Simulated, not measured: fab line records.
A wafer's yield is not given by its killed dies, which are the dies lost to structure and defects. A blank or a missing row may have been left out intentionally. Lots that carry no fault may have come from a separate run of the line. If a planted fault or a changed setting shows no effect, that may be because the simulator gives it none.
8D (eight disciplines) problem report, filled in by code -- flow gf180mcu -- the parts of the form that need people (team, actions taken, sign-off) are left out

## 1. PROBLEM STATEMENT
V2_W_RS at GF_V2_RS_MEAS_24 reads a mean of 0.365 ohm/sq on 6 wafers of 2 lots; wafers without a fault read 0.328 ohm/sq with a standard deviation of 0.0032. Relative to the usual mean, that is a shift of +12 standard deviations.
The step: measures by four-point-probe.
Seen first at day 21 03:20 on film metro-02, wafer L579.1. The record has a number at this step for 30 wafers belonging to 10 lots. Rule for "out", or "out of limits": more than 4 standard deviations from the usual mean. The other wafers with a number count as sound.

## 2. WHAT IT IS AND WHAT IT IS NOT
question,is,is not
which readings at this step,V2_W_RS,-
which lots,"L579, L581","L577, L591, L594, L595, L596, L597, L598, L599"
which wafers of those lots,all that have a number,-
read on which gauges,film metro-02,"film metro-03, film metro-04"
when,from day 21 03:20,"up to then (3 sound wafers); but 21 sound wafers of L591, L594, L595, L596, L597, L598, L599 came after"

## 3. SUSPECTS, AND WHAT RULES EACH OUT
Counting: any tool at a process step up to the reading is kept as a suspect provided that every lot that is out went through it and no sound lot did after the first of them.
- ruled out: the gauge at GF_V2_RS_MEAS_24. All the wafers that are out were read on film metro-02, but those of them that GF_V2_CVD_23 has rows for are out there too, on other tools.
- cmp-02 at GF_V2_CMP_04 (polishes SiO2): ruled out as a lasting fault. Sound lots L594 ran on it after its first lot that is out, L579 (day 20 01:14).
- cvd w-01 at GF_V2_CVD_23 (deposits W, target thk 350 nm, time 104.94 s): ruled out as a lasting fault. Sound lots L594, L596, L599 ran on it after its first lot that is out, L579 (day 21 03:13).
Left after counting: nothing in the record.

## 4. THE CAUSE (what the simulator had put in)
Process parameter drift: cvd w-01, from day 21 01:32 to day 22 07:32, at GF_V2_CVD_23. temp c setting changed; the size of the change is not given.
The count ruled it out by mistake, since the rule takes a fault to strike every lot its tool runs from the start of the fault on, and this one did not do so.

## 5. THE CHAIN OF EFFECTS, in route order
Each row: a reading where the mean over the struck wafers with a number is more than 3 standard deviations away from the usual. Scope: only readings with a usual standard deviation given in the record; hours: median across lots of the time from each lot's start at the first step in this table that gives one to its start at this step; sigmas: change in usual standard deviations.
hours,step,reading,usual,on struck wafers,change,sigmas
0,GF_V2_CVD_23,susceptor temp C,400.01 C,393.38,-6.63,-28
0,GF_V2_RS_MEAS_24,V2_W_RS,0.328 ohm/sq,0.365,+0.037,+12
3,GF_V2_THK_MEAS_25,V2_W_THK,360 nm,323,-37,-8.2
6,GF_V2_CMP_26,time to endpoint s,86 s,72,-14,-4.0
The process steps in it:
- GF_V2_CVD_23: deposits W, target thk 350 nm, time 104.94 s.
- GF_V2_CMP_26: polishes, stops on SiO2, t overpolish 15 s, target thk 0 nm.

## 6. WHAT WOULD HAVE CAUGHT IT SOONER
In this record the first reading out of limits at a measuring or inspecting step was taken at day 21 03:20, 2 hours after the fault began at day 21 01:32.
Tool's own readings at GF_V2_CVD_23, susceptor temp C: out on all struck wafers the step has rows for; an alarm limit on them would have tripped on the first.
